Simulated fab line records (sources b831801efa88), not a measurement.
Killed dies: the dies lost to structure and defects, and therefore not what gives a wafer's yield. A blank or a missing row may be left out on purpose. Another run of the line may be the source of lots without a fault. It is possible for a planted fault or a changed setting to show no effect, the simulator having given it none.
Comparing a struck lot with a sound one :: flow sky130 :: 15 out of 708 route steps
Sound: wafers L682.2, L682.3, L682.4. Struck: wafers L687.3, L687.4, L687.6. The cause comes at the end.
At each step with rows: each side's tool, then ch and its chambers, then its first start. Under that, the readings that differ: sound wafers :: struck wafers :: difference of the means :: sigmas: that difference in standard deviations of wafers without a fault.
alike: a reading whose means differ by less than 2 such deviations, as well as words and numbers matching on both sides. not compared: withheld readings; readings where some wafer has no value; bounds like >300 that might hide an equal value; numbers whose values overlap and for which the record gives no deviation.
The two part at a step that has a row with sigmas, a row that says differs or no value, or rows on one side only. Numbers that don't overlap but have no deviation are shown without sigmas and don't part them. Lack of a reading on every wafer of one side parts them only where that side has two or more wafers.

first, 1 step without rows for these wafers: SKY_VIA3_ETCH_14 (etches BARC in N2/H2, stops on SiO2, time 45.9 s, target depth 60 nm).
SKY_VIA3_ETCH_15: etches SiO2 in C4F8/O2/Ar, stops on TiN, target depth 507 nm, time 78 s.
  sound on rieDiel-03 ch 0,1,2, day 42 13:23; struck on rieDiel-04 ch 0,2, day 43 18:20
reading: chamberPressureMTorr (mTorr)
sound: 39.99 39.95 39.98
struck: 40.05 40.08 40.02
difference: +0.08
sigmas: +2
  alike: oesProductAu
  not compared: rfHoursCounterH
SKY_VIA3_STRIP_16: strips in O2/N2.
  sound on plasmaAsher-03 ch 0,1, day 42 13:27; struck on plasmaAsher-04 ch 0,1, day 43 18:26
  alike: chamberPressureMTorr, drypumpMotorCurrentA, oesProductAu, stripTimeToEndpointS
  not compared: rfHoursCounterH
then, 5 steps without rows for these wafers: SKY_VIA3_STRIP_17 (strips in post etch residue remover, time 1200 s); SKY_VIA3_CLEAN_18 (cleans in IPA, time 180 s); SKY_VIA3_CLEAN_19 (cleans in O3/DIW); SKY_VIA3_SPUTTER_20 (material TiN, target thk 20 nm, time 80 s); SKY_VIA3_CVD_21 (deposits W, target thk 390 nm, time 117.31 s).
SKY_VIA3_RS_MEAS_22: measures by four-point-probe.
  struck on filmMetro-02, day 43 19:13; sound on filmMetro-01, day 42 14:17
  alike: VIA3_W_RS
SKY_VIA3_THK_MEAS_23: measures by xrf.
  struck on filmMetro-02, day 43 19:19; sound on filmMetro-01, day 42 14:23
  alike: VIA3_W_THK
SKY_VIA3_CMP_24: polishes, stops on SiO2, t overpolish 20 s, target thk 0 nm.
  sound on cmp-02 ch 0,1,2, day 42 14:26; struck on cmp-02 ch 1,2,3, day 43 19:28
  alike: headPressurePsi, motorCurrentA, overpolishRunS, timeToEndpointS
SKY_METAL4_SPUTTER_00: material Ti, target thk 15 nm, time 10 s.
  struck on pvdSputter-03, day 43 19:40; sound on pvdSputter-01, day 42 14:44
  alike: chamberPressurePa, throttleValvePct
SKY_METAL4_SPUTTER_01: material TiN, target thk 20 nm, time 16.7 s.
  struck on pvdSputter-03, day 43 19:41; sound on pvdSputter-01, day 42 14:46
reading: chamberPressurePa (Pa)
sound: 0.3973 0.4013 0.3986
struck: 0.3698 0.3711 0.3704
difference: -0.0286
sigmas: -35
  alike: throttleValvePct
SKY_METAL4_SPUTTER_02: material AlCu, target thk 735 nm, time 39.1 s.
  struck on pvdSputter-03, day 43 19:43; sound on pvdSputter-01, day 42 14:47
  alike: chamberPressurePa, throttleValvePct
-- the record jumps here: 5 days lie between the struck wafers' starts before and after (it left off in module METAL4 and takes up again in module PAD_OPEN, whose first step shown is number 708 of the route) --
SKY_PAD_OPEN_PROBE_99:
  struck on prober-02, day 49 05:10; sound on prober-02, day 48 07:31
  alike: defectLimitedYield, killed_at_M0_to_M3, killed_at_M4_up, killedAtContacts, killedAtFrontEnd, killedAtOther, killedDies, killedOpen, killedShort, sort_bin_3_pad_short, sort_bin_5_function, sort_bin_6_memory, sortNPass, sortYieldPct

## WHERE THEY PART
Last at SKY_METAL4_SPUTTER_01 as far as this record goes, first at SKY_VIA3_ETCH_15. Later steps at which nothing parts them and some readings are alike: SKY_METAL4_SPUTTER_02, SKY_PAD_OPEN_PROBE_99.

WHY: what had been put in by the simulator
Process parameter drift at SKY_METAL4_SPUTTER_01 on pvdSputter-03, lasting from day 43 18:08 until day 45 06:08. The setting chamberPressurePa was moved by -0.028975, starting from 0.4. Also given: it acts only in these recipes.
